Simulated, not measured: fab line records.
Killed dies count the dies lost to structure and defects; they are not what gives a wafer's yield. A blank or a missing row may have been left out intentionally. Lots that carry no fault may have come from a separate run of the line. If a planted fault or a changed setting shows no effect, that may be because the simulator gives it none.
Chamber matching || flow sky130 || SKY_VIA1_HDPCVD_00 on hdpcvd-01: 3 sister chambers
The step deposits SiO2, target thk 1030 nm, time 171.7 s. 6 wafers are shown with their chamber, then 7 later ones without.

WAFERS WITH THEIR CHAMBER
{"wafer": "L328.4", "chamber": 0, "sih4_flow_sccm (sccm)": 59.82}
{"wafer": "L331.5", "chamber": 1, "sih4_flow_sccm (sccm)": 59.94}
{"wafer": "L332.4", "chamber": 0, "sih4_flow_sccm (sccm)": 60.08}
{"wafer": "L332.5", "chamber": 1, "sih4_flow_sccm (sccm)": 60.36}
{"wafer": "L333.1", "chamber": 2, "sih4_flow_sccm (sccm)": 60.39}
{"wafer": "L333.5", "chamber": 2, "sih4_flow_sccm (sccm)": 60.03}

WAFERS WITHOUT THEIR CHAMBER
{"wafer": "L333.6", "sih4_flow_sccm (sccm)": 60.11}
{"wafer": "L335.2", "sih4_flow_sccm (sccm)": 59.96}
{"wafer": "L335.5", "sih4_flow_sccm (sccm)": 60.09}
{"wafer": "L335.6", "sih4_flow_sccm (sccm)": 60.36}
{"wafer": "L346.1", "sih4_flow_sccm (sccm)": 59.73}
{"wafer": "L346.3", "sih4_flow_sccm (sccm)": 59.94}
{"wafer": "L346.5", "sih4_flow_sccm (sccm)": 59.86}

EACH ONE'S CHAMBER
{"wafer": "L333.6", "from the rows above": "can't be placed: 1 or 2 or 0", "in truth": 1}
{"wafer": "L335.2", "from the rows above": "can't be placed: 0 or 1 or 2", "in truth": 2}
{"wafer": "L335.5", "from the rows above": "can't be placed: 1 or 2 or 0", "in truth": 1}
{"wafer": "L335.6", "from the rows above": "can't be placed: 2 or 1 or 0", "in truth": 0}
{"wafer": "L346.1", "from the rows above": "can't be placed: 0 or 1 or 2", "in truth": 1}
{"wafer": "L346.3", "from the rows above": "can't be placed: 0 or 1 or 2", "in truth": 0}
{"wafer": "L346.5", "from the rows above": "can't be placed: 0 or 1 or 2", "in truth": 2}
Placed correctly: 0 of 7. Unplaceable from these rows: 7, with the true chamber sitting among the candidates in 7. Number placed wrongly: 0.
How it was worked out, from the rows above alone: a wafer's distance from a chamber is the root of the sum, over the readings, of the square of ((its reading less the chamber's mean) divided by the reading's scatter). The wafer belongs to the nearest chamber; if the next one is less than 2 further off, it can't be placed. The mean given for a chamber averages the wafers shown for that chamber. The scatter: take each reading less its chamber's mean, square it, sum over the shown wafers, divide by the number of wafers less the number of chambers, and take the root.
